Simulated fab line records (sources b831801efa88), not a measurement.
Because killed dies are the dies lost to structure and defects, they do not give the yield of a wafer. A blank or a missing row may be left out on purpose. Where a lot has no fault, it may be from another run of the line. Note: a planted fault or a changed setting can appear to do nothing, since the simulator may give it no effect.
Which tool did it? :: flow gf180mcu :: 24 lots with 72 wafers sampled at 3 steps, on a route of 602 steps

## WHAT THE GAUGES SHOWED, per wafer
GF_V3_BOW_MEAS_05. Usual: V3_BOW 115 um, standard deviation 8.3.
lot: L074
measured: day 21 12:15
on: film_metro-04
V3_BOW (um): 124 111 115
flag: 

lot: L075
measured: day 22 01:01
on: film_metro-02
V3_BOW (um): 123 117 119
flag: 

lot: L076
measured: day 22 05:16
on: film_metro-04
V3_BOW (um): 118 128 124
flag: 

lot: L077
measured: day 22 19:10
on: film_metro-04
V3_BOW (um): 115 115 123
flag: 

lot: L078
measured: day 23 07:33
on: film_metro-04
V3_BOW (um): 125 116 115
flag: 

lot: L079
measured: day 23 09:58
on: film_metro-01
V3_BOW (um): 127 124 122
flag: 

lot: L080
measured: day 24 04:59
on: film_metro-01
V3_BOW (um): 103 105 110
flag: 

lot: L081
measured: day 24 09:53
on: film_metro-01
V3_BOW (um): 127 135 124
flag: 

lot: L082
measured: day 24 11:41
on: film_metro-02
V3_BOW (um): 104 114 110
flag: 

lot: L084
measured: day 25 00:07
on: film_metro-04
V3_BOW (um): 119 131 131
flag: 

lot: L083
measured: day 25 04:20
on: film_metro-02
V3_BOW (um): 118 120 116
flag: 

lot: L085
measured: day 25 18:53
on: film_metro-01
V3_BOW (um): 97 112 110
flag: 

lot: L086
measured: day 25 22:07
on: film_metro-02
V3_BOW (um): 131 123 120
flag: 

lot: L087
measured: day 26 08:11
on: film_metro-01
V3_BOW (um): 111 120 118
flag: 

lot: L088
measured: day 26 11:44
on: film_metro-04
V3_BOW (um): 111 121 97
flag: 

lot: L089
measured: day 26 16:16
on: film_metro-02
V3_BOW (um): 128 111 116
flag: 

lot: L090
measured: day 26 20:17
on: film_metro-02
V3_BOW (um): 103 103 117
flag: 

lot: L091
measured: day 27 04:29
on: film_metro-01
V3_BOW (um): 104 120 108
flag: 

lot: L092
measured: day 27 15:00
on: film_metro-02
V3_BOW (um): 116 113 109
flag: 

lot: L093
measured: day 28 00:40
on: film_metro-02
V3_BOW (um): 113 114 109
flag: 

lot: L094
measured: day 28 05:26
on: film_metro-02
V3_BOW (um): 103 114 115
flag: 

lot: L095
measured: day 28 10:58
on: film_metro-02
V3_BOW (um): 115 117 107
flag: 

lot: L096
measured: day 29 05:20
on: film_metro-04
V3_BOW (um): 108 106 116
flag: 

lot: L097
measured: day 29 06:01
on: film_metro-04
V3_BOW (um): 112 118 101
flag: 

## WHICH TOOL RAN EACH LOT (tool, then ch and the chambers of the sampled wafers, then the start)
lot: L074
GF_V1_SPUTTER_22: pvd_sputter-02, day 18 06:08
GF_M2_STRIP_17: plasma_asher-01 ch 0,1, day 19 07:38

lot: L075
GF_V1_SPUTTER_22: pvd_sputter-02, day 18 18:53
GF_M2_STRIP_17: plasma_asher-02 ch 0,1, day 19 20:41

lot: L076
GF_V1_SPUTTER_22: pvd_sputter-03, day 19 00:01
GF_M2_STRIP_17: plasma_asher-02 ch 0, day 20 01:38

lot: L077
GF_V1_SPUTTER_22: pvd_sputter-03, day 19 13:07
GF_M2_STRIP_17: plasma_asher-02 ch 0,1, day 20 14:32

lot: L078
GF_V1_SPUTTER_22: pvd_sputter-02, day 20 03:44
GF_M2_STRIP_17: plasma_asher-02 ch 0,1, day 21 05:01

lot: L079
GF_V1_SPUTTER_22: pvd_sputter-01, day 20 05:29
GF_M2_STRIP_17: plasma_asher-01 ch 0,1, day 21 05:59

lot: L080
GF_V1_SPUTTER_22: pvd_sputter-03, day 21 01:33
GF_M2_STRIP_17: plasma_asher-04 ch 0,1, day 22 02:56

lot: L081
GF_V1_SPUTTER_22: pvd_sputter-01, day 21 08:06
GF_M2_STRIP_17: plasma_asher-01 ch 0,1, day 22 08:32

lot: L082
GF_V1_SPUTTER_22: pvd_sputter-03, day 21 08:30
GF_M2_STRIP_17: plasma_asher-01 ch 0,1, day 22 08:56

lot: L084
GF_V1_SPUTTER_22: pvd_sputter-01, day 21 23:11
GF_M2_STRIP_17: plasma_asher-02 ch 0,1, day 22 23:33

lot: L083
GF_V1_SPUTTER_22: pvd_sputter-01, day 22 02:43
GF_M2_STRIP_17: plasma_asher-04 ch 0,1, day 23 03:11

lot: L085
GF_V1_SPUTTER_22: pvd_sputter-02, day 22 19:18
GF_M2_STRIP_17: plasma_asher-02 ch 0,1, day 23 18:53

lot: L086
GF_V1_SPUTTER_22: pvd_sputter-01, day 22 22:40
GF_M2_STRIP_17: plasma_asher-01 ch 0,1, day 23 21:43

lot: L087
GF_V1_SPUTTER_22: pvd_sputter-01, day 23 08:19
GF_M2_STRIP_17: plasma_asher-04 ch 0,1, day 24 07:26

lot: L088
GF_V1_SPUTTER_22: pvd_sputter-01, day 23 11:36
GF_M2_STRIP_17: plasma_asher-01 ch 0,1, day 24 10:56

lot: L089
GF_V1_SPUTTER_22: pvd_sputter-03, day 23 18:03
GF_M2_STRIP_17: plasma_asher-04 ch 0,1, day 24 17:14

lot: L090
GF_V1_SPUTTER_22: pvd_sputter-03, day 23 22:30
GF_M2_STRIP_17: plasma_asher-01 ch 0,1, day 24 21:53

lot: L091
GF_V1_SPUTTER_22: pvd_sputter-02, day 24 06:49
GF_M2_STRIP_17: plasma_asher-01 ch 0,1, day 25 06:02

lot: L092
GF_V1_SPUTTER_22: pvd_sputter-01, day 24 18:19
GF_M2_STRIP_17: plasma_asher-02 ch 0, day 25 16:44

lot: L093
GF_V1_SPUTTER_22: pvd_sputter-02, day 25 04:13
GF_M2_STRIP_17: plasma_asher-02 ch 0,1, day 26 02:37

lot: L094
GF_V1_SPUTTER_22: pvd_sputter-01, day 25 09:48
GF_M2_STRIP_17: plasma_asher-04 ch 0,1, day 26 07:56

lot: L095
GF_V1_SPUTTER_22: pvd_sputter-02, day 25 16:07
GF_M2_STRIP_17: plasma_asher-02 ch 0,1, day 26 14:44

lot: L096
GF_V1_SPUTTER_22: pvd_sputter-01, day 26 11:10
GF_M2_STRIP_17: plasma_asher-01 ch 0,1, day 27 09:11

lot: L097
GF_V1_SPUTTER_22: pvd_sputter-01, day 26 12:43
GF_M2_STRIP_17: plasma_asher-01 ch 0,1, day 27 10:41
- GF_V1_SPUTTER_22: material TiN, target thk 10 nm, time 40 s.
- GF_M2_STRIP_17: strips in O2/N2.

## WHAT THE TOOLS THEMSELVES READ (means of the sampled wafers that have a number; where no wafer has one, the mark that the record gives instead)
GF_V1_SPUTTER_22. Usual: chamber_pressure_pa 4.997 Pa, standard deviation 0.011; throttle_valve_pct 30.3 %, standard deviation 0.7.
lot: L074
tool: pvd_sputter-02
chamber_pressure_pa (Pa): 4.989
throttle_valve_pct (%): 30.6
flag: 

lot: L075
tool: pvd_sputter-02
chamber_pressure_pa (Pa): 5.004
throttle_valve_pct (%): 31.2
flag: 

lot: L076
tool: pvd_sputter-03
chamber_pressure_pa (Pa): 4.992
throttle_valve_pct (%): 29.8
flag: 

lot: L077
tool: pvd_sputter-03
chamber_pressure_pa (Pa): 4.989
throttle_valve_pct (%): 29.9
flag: 

lot: L078
tool: pvd_sputter-02
chamber_pressure_pa (Pa): 5.005
throttle_valve_pct (%): 31.4
flag: 

lot: L079
tool: pvd_sputter-01
chamber_pressure_pa (Pa): 4.995
throttle_valve_pct (%): 30.5
flag: 

lot: L080
tool: pvd_sputter-03
chamber_pressure_pa (Pa): 5.007
throttle_valve_pct (%): 30.3
flag: 

lot: L081
tool: pvd_sputter-01
chamber_pressure_pa (Pa): 4.996
throttle_valve_pct (%): 30.5
flag: 

lot: L082
tool: pvd_sputter-03
chamber_pressure_pa (Pa): 5.002
throttle_valve_pct (%): 30.2
flag: 

lot: L084
tool: pvd_sputter-01
chamber_pressure_pa (Pa): 4.985
throttle_valve_pct (%): 30.3
flag: 

lot: L083
tool: pvd_sputter-01
chamber_pressure_pa (Pa): 4.995
throttle_valve_pct (%): 30.5
flag: 

lot: L085
tool: pvd_sputter-02
chamber_pressure_pa (Pa): 4.994
throttle_valve_pct (%): 30.7
flag: 

lot: L086
tool: pvd_sputter-01
chamber_pressure_pa (Pa): 4.993
throttle_valve_pct (%): 30.4
flag: 

lot: L087
tool: pvd_sputter-01
chamber_pressure_pa (Pa): 4.996
throttle_valve_pct (%): 30.1
flag: 

lot: L088
tool: pvd_sputter-01
chamber_pressure_pa (Pa): 5.002
throttle_valve_pct (%): 30.4
flag: 

lot: L089
tool: pvd_sputter-03
chamber_pressure_pa (Pa): 5.002
throttle_valve_pct (%): 29.8
flag: 

lot: L090
tool: pvd_sputter-03
chamber_pressure_pa (Pa): 4.987
throttle_valve_pct (%): 29.7
flag: 

lot: L091
tool: pvd_sputter-02
chamber_pressure_pa (Pa): 4.999
throttle_valve_pct (%): 30.5
flag: 

lot: L092
tool: pvd_sputter-01
chamber_pressure_pa (Pa): 4.995
throttle_valve_pct (%): 30.5
flag: 

lot: L093
tool: pvd_sputter-02
chamber_pressure_pa (Pa): 4.996
throttle_valve_pct (%): 30.6
flag: 

lot: L094
tool: pvd_sputter-01
chamber_pressure_pa (Pa): 5.004
throttle_valve_pct (%): 30.7
flag: 

lot: L095
tool: pvd_sputter-02
chamber_pressure_pa (Pa): 4.977
throttle_valve_pct (%): 30.5
flag: 

lot: L096
tool: pvd_sputter-01
chamber_pressure_pa (Pa): 4.994
throttle_valve_pct (%): 30.4
flag: 

lot: L097
tool: pvd_sputter-01
chamber_pressure_pa (Pa): 5.005
throttle_valve_pct (%): 30.4
flag: 

GF_M2_STRIP_17. Usual: drypump_motor_current_A 5.6 A, standard deviation 0.55; heater_power_w 320 W, standard deviation 37; oes_product_au 0.558 a.u., standard deviation 0.0046; strip_time_to_endpoint_s 7.87 s, standard deviation 0.038.
lot: L074
tool: plasma_asher-01
drypump_motor_current_A (A): 5.5
heater_power_w (W): 312
oes_product_au (a.u.): 0.554
strip_time_to_endpoint_s (s): 7.85
flag: 

lot: L075
tool: plasma_asher-02
drypump_motor_current_A (A): 5.8
heater_power_w (W): 320
oes_product_au (a.u.): 0.557
strip_time_to_endpoint_s (s): 7.91
flag: 

lot: L076
tool: plasma_asher-02
drypump_motor_current_A (A): 6.3
heater_power_w (W): 357
oes_product_au (a.u.): 0.557
strip_time_to_endpoint_s (s): 7.86
flag: 

lot: L077
tool: plasma_asher-02
drypump_motor_current_A (A): 5.2
heater_power_w (W): 297
oes_product_au (a.u.): 0.559
strip_time_to_endpoint_s (s): 7.85
flag: 

lot: L078
tool: plasma_asher-02
drypump_motor_current_A (A): 5.3
heater_power_w (W): 296
oes_product_au (a.u.): 0.563
strip_time_to_endpoint_s (s): 7.87
flag: 

lot: L079
tool: plasma_asher-01
drypump_motor_current_A (A): 5.6
heater_power_w (W): 331
oes_product_au (a.u.): 0.557
strip_time_to_endpoint_s (s): 7.87
flag: 

lot: L080
tool: plasma_asher-04
drypump_motor_current_A (A): 5.9
heater_power_w (W): 322
oes_product_au (a.u.): 0.555
strip_time_to_endpoint_s (s): 7.86
flag: 

lot: L081
tool: plasma_asher-01
drypump_motor_current_A (A): 5.5
heater_power_w (W): 313
oes_product_au (a.u.): 0.556
strip_time_to_endpoint_s (s): 7.88
flag: 

lot: L082
tool: plasma_asher-01
drypump_motor_current_A (A): 5.6
heater_power_w (W): 331
oes_product_au (a.u.): 0.562
strip_time_to_endpoint_s (s): 7.86
flag: 

lot: L084
tool: plasma_asher-02
drypump_motor_current_A (A): 5.3
heater_power_w (W): 297
oes_product_au (a.u.): 0.553
strip_time_to_endpoint_s (s): 7.81
flag: 

lot: L083
tool: plasma_asher-04
drypump_motor_current_A (A): 5.9
heater_power_w (W): 317
oes_product_au (a.u.): 0.558
strip_time_to_endpoint_s (s): 7.92
flag: 

lot: L085
tool: plasma_asher-02
drypump_motor_current_A (A): 5.3
heater_power_w (W): 302
oes_product_au (a.u.): 0.557
strip_time_to_endpoint_s (s): 7.88
flag: 

lot: L086
tool: plasma_asher-01
drypump_motor_current_A (A): 5.6
heater_power_w (W): 330
oes_product_au (a.u.): 0.559
strip_time_to_endpoint_s (s): 7.91
flag: 

lot: L087
tool: plasma_asher-04
drypump_motor_current_A (A): 5.9
heater_power_w (W): 315
oes_product_au (a.u.): 0.562
strip_time_to_endpoint_s (s): 7.88
flag: 

lot: L088
tool: plasma_asher-01
drypump_motor_current_A (A): 5.6
heater_power_w (W): 330
oes_product_au (a.u.): 0.560
strip_time_to_endpoint_s (s): 7.86
flag: 

lot: L089
tool: plasma_asher-04
drypump_motor_current_A (A): 6.0
heater_power_w (W): 343
oes_product_au (a.u.): 0.557
strip_time_to_endpoint_s (s): 7.83
flag: 

lot: L090
tool: plasma_asher-01
drypump_motor_current_A (A): 5.5
heater_power_w (W): 311
oes_product_au (a.u.): 0.559
strip_time_to_endpoint_s (s): 7.83
flag: 

lot: L091
tool: plasma_asher-01
drypump_motor_current_A (A): 5.6
heater_power_w (W): 329
oes_product_au (a.u.): 0.556
strip_time_to_endpoint_s (s): 7.90
flag: 

lot: L092
tool: plasma_asher-02
drypump_motor_current_A (A): 6.4
heater_power_w (W): 350
oes_product_au (a.u.): 0.555
strip_time_to_endpoint_s (s): 7.81
flag: 

lot: L093
tool: plasma_asher-02
drypump_motor_current_A (A): 5.3
heater_power_w (W): 298
oes_product_au (a.u.): 0.560
strip_time_to_endpoint_s (s): 7.91
flag: 

lot: L094
tool: plasma_asher-04
drypump_motor_current_A (A): 5.9
heater_power_w (W): 317
oes_product_au (a.u.): 0.560
strip_time_to_endpoint_s (s): 7.86
flag: 

lot: L095
tool: plasma_asher-02
drypump_motor_current_A (A): 5.8
heater_power_w (W): 326
oes_product_au (a.u.): 0.554
strip_time_to_endpoint_s (s): 7.87
flag: 

lot: L096
tool: plasma_asher-01
drypump_motor_current_A (A): 5.6
heater_power_w (W): 330
oes_product_au (a.u.): 0.557
strip_time_to_endpoint_s (s): 7.85
flag: 

lot: L097
tool: plasma_asher-01
drypump_motor_current_A (A): 5.5
heater_power_w (W): 312
oes_product_au (a.u.): 0.558
strip_time_to_endpoint_s (s): 7.87
flag: 

## THE ANSWER, worked out from the rows above alone
Rule: a lot is off if the mean of its wafers that have a number lies more than 3 standard deviations from the usual mean. A lot without any number at a reading at which 4 lots or more have one is off too. All remaining lots with rows at the step are treated as sound. Order of review: gauges by route order, followed by the tools' own readings, for which a lot's mean as printed above is used. At the first step where some lot is off, the reading lying furthest off is the one used; lots without a number count as furthest.
No lot is off at any reading shown: from this, nothing can be told.

## WHAT THE SIMULATOR HAD PUT IN
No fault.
